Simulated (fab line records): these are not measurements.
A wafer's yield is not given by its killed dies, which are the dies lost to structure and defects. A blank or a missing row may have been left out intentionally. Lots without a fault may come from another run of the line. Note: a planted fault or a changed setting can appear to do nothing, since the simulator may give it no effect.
Which tool did it?	flow gf180mcu	Sampling: 13 lots, 39 wafers, 5 of 602 route steps

== WHAT THE GAUGES READ, wafer by wafer ==
GF_LVPWELL_OVL_MEAS_07. Usual: LVPWELL_OVL -0.1 nm, standard deviation 1.5.
lot	measured	on	LVPWELL_OVL (nm)	flag
L872	day 3 22:52	overlay-02	1.3 -0.6 -1.1	
L873	day 4 02:28	overlay-02	-0.6 -1.1 -1.6	
L874	day 4 08:33	overlay-02	2.6 2.1 3.2	
L875	day 4 11:25	overlay-01	0.5 2.2 -0.3	
L876	day 4 16:52	overlay-01	1.0 -1.1 0.0	
L878	day 5 04:50	overlay-02	0.9 -1.9 0.9	
L879	day 5 10:16	overlay-02	-0.9 -0.9 -1.3	
L880	day 5 18:42	overlay-02	-1.0 0.5 -1.3	
L884	day 6 16:22	overlay-01	0.4 1.9 1.0	
L885	day 6 23:19	overlay-01	0.1 1.4 1.2	
L889	day 7 20:52	overlay-01	-0.8 1.9 1.0	
L891	day 8 06:24	overlay-01	1.1 1.1 2.5	
L893	day 8 20:15	overlay-01	2.1 0.9 1.6	

GF_VT_IMPLANT_OVL_MEAS_07. Usual: VT_IMPLANT_OVL -1.4 nm, standard deviation 1.5.
lot	measured	on	VT_IMPLANT_OVL (nm)	flag
L872	day 5 16:55	overlay-02	0.0 -4.0 -4.1	
L873	day 5 22:06	overlay-02	-1.0 -3.7 -2.4	
L874	day 6 01:49	overlay-01	1.0 0.7 -0.2	
L875	day 6 06:23	overlay-02	-2.2 -1.1 -3.0	
L876	day 6 12:45	overlay-02	-1.1 0.7 -1.7	
L878	day 7 00:56	overlay-02	-0.7 -2.6 -1.3	
L879	day 7 08:23	overlay-01	-2.6 -4.2 -0.3	
L880	day 7 16:41	overlay-01	-2.6 -1.8 -2.0	
L884	day 8 16:15	overlay-01	1.3 2.2 -1.1	
L885	day 9 01:10	overlay-01	0.2 0.2 1.2	
L889	day 10 00:57	overlay-01	0.1 -0.2 -0.4	
L891	day 10 10:28	overlay-02	-4.6 -2.9 -2.3	
L893	day 11 00:49	overlay-02	-2.2 -3.1 -2.1	

GF_VT_IMPLANT_TW_MEAS_21. Usual: VT_IMPLANT_2_TW 1216, standard deviation 6.7.
lot	measured	on	VT_IMPLANT_2_TW	flag
L872	day 6 07:45	film metro-03	1210 1208 1209	
L873	day 6 12:44	film metro-01	1225 1217 1220	
L874	day 6 16:57	film metro-01	1223 1216 1223	
L875	day 6 22:56	film metro-02	1213 1217 1213	
L876	day 7 04:41	film metro-03	1211 1209 1214	
L878	day 7 17:19	film metro-02	1221 1218 1213	
L879	day 8 00:22	film metro-02	1213 1213 1215	
L880	day 8 09:15	film metro-02	1209 1210 1220	
L884	day 9 09:44	film metro-02	1219 1211 1213	
L885	day 9 18:32	film metro-01	1220 1223 1222	
L889	day 10 18:54	film metro-01	1219 1218 1224	
L891	day 11 05:47	film metro-01	1275 1277 1277	OFF
L893	day 11 20:00	film metro-01	1272 1282 1278	OFF

== TOOL THAT RAN EACH LOT (tool first, then ch and the chambers of the sampled wafers, then the start) ==
lot	GF_NWELL_STRIP_10	GF_VT_IMPLANT_IMPLANT_19
L872	plasma asher-02 ch 0,1, day 3 10:05	implanter-01 ch 0, day 6 07:30
L873	plasma asher-04 ch 0,1, day 3 13:26	implanter-02 ch 0, day 6 12:29
L874	plasma asher-01 ch 0,1, day 3 19:08	implanter-02 ch 0, day 6 16:42
L875	plasma asher-04 ch 0,1, day 3 22:50	implanter-02 ch 0, day 6 22:41
L876	plasma asher-04 ch 0,1, day 4 03:56	implanter-03 ch 0, day 7 04:27
L878	plasma asher-02 ch 0,1, day 4 15:38	implanter-02 ch 0, day 7 17:06
L879	plasma asher-01 ch 0,1, day 4 20:05	implanter-02 ch 0, day 8 00:10
L880	plasma asher-01 ch 0,1, day 5 04:11	implanter-03 ch 0, day 8 09:00
L884	plasma asher-04 ch 0,1, day 6 01:45	implanter-03 ch 0, day 9 09:29
L885	plasma asher-04 ch 0,1, day 6 07:49	implanter-02 ch 0, day 9 18:19
L889	plasma asher-02 ch 0,1, day 7 05:07	implanter-03 ch 0, day 10 18:41
L891	plasma asher-01 ch 0,1, day 7 14:41	implanter-02 ch 0, day 11 05:32
L893	plasma asher-01 ch 0,1, day 8 04:17	implanter-02 ch 0, day 11 19:45
- GF_NWELL_STRIP_10: strips in O2/N2.
- GF_VT_IMPLANT_IMPLANT_19

== AS READ BY THE TOOLS THEMSELVES (means over the sampled wafers that have a number; for cases with no such wafer, the mark the record gives instead) ==
GF_NWELL_STRIP_10. Usual: chamber pressure mTorr 1499.7 mTorr, standard deviation 2.1; drypump motor current A 5.6 A, standard deviation 0.37; heater power w 311 W, standard deviation 46; oes product au 0.722 a.u., standard deviation 0.0043; strip time to endpoint s 36.98 s, standard deviation 0.084.
lot	tool	chamber pressure mTorr (mTorr)	drypump motor current A (A)	heater power w (W)	oes product au (a.u.)	strip time to endpoint s (s)	flag
L872	plasma asher-02	1499.8	5.4	268	0.723	36.99	
L873	plasma asher-04	1493.4	5.9	347	0.727	37.03	
L874	plasma asher-01	1499.0	5.5	352	0.722	37.07	
L875	plasma asher-04	1500.3	5.9	352	0.725	36.98	
L876	plasma asher-04	1499.7	5.9	319	0.722	37.04	
L878	plasma asher-02	1499.3	5.4	269	0.723	37.01	
L879	plasma asher-01	1499.9	5.8	323	0.721	37.14	
L880	plasma asher-01	1499.5	5.8	320	0.722	37.02	
L884	plasma asher-04	1500.3	5.9	321	0.727	37.00	
L885	plasma asher-04	1499.5	5.8	343	0.721	36.90	
L889	plasma asher-02	1500.3	5.4	268	0.721	36.99	
L891	plasma asher-01	1498.8	5.8	319	0.724	36.94	
L893	plasma asher-01	1499.8	5.5	344	0.721	36.98	

GF_VT_IMPLANT_IMPLANT_19. Usual: beam energy keV 99.997, standard deviation 0.029.
lot	tool	beam energy keV	flag
L872	implanter-01	99.960	
L873	implanter-02	99.987	
L874	implanter-02	100.020	
L875	implanter-02	99.969	
L876	implanter-03	100.020	
L878	implanter-02	100.009	
L879	implanter-02	99.958	
L880	implanter-03	99.997	
L884	implanter-03	100.001	
L885	implanter-02	99.992	
L889	implanter-03	99.986	
L891	implanter-02	117.803	OFF
L893	implanter-02	117.843	OFF

== THE ANSWER, worked out from the rows above alone ==
Rule: lot off if the mean of its wafers having a number is beyond 3 standard deviations from the usual mean. A lot without any number at a reading at which 4 lots or more have one is off too. The other lots that the step has rows for count as sound. Order of review: gauges by route order, followed by the tools' own readings, for which a lot's mean as printed above is used. The first step at which some lot is off is used, and at that step the reading that is off furthest; a lot without a number counts as furthest.
Off: L891, L893, seen at GF_VT_IMPLANT_TW_MEAS_21 (VT_IMPLANT_2_TW).
If a tool, at a process step before that reading, ran all the lots that are off and no sound lot after the first of them, it fits. The gauges at GF_VT_IMPLANT_TW_MEAS_21 aren't tried: what is off there is off at GF_VT_IMPLANT_IMPLANT_19 too, on other tools, and a gauge's error can't cause that. 2 tools fit, plasma asher-01 at GF_NWELL_STRIP_10 and implanter-02 at GF_VT_IMPLANT_IMPLANT_19, so this cannot tell which one it is.

== WHAT HAD BEEN PUT IN BY THE SIMULATOR ==
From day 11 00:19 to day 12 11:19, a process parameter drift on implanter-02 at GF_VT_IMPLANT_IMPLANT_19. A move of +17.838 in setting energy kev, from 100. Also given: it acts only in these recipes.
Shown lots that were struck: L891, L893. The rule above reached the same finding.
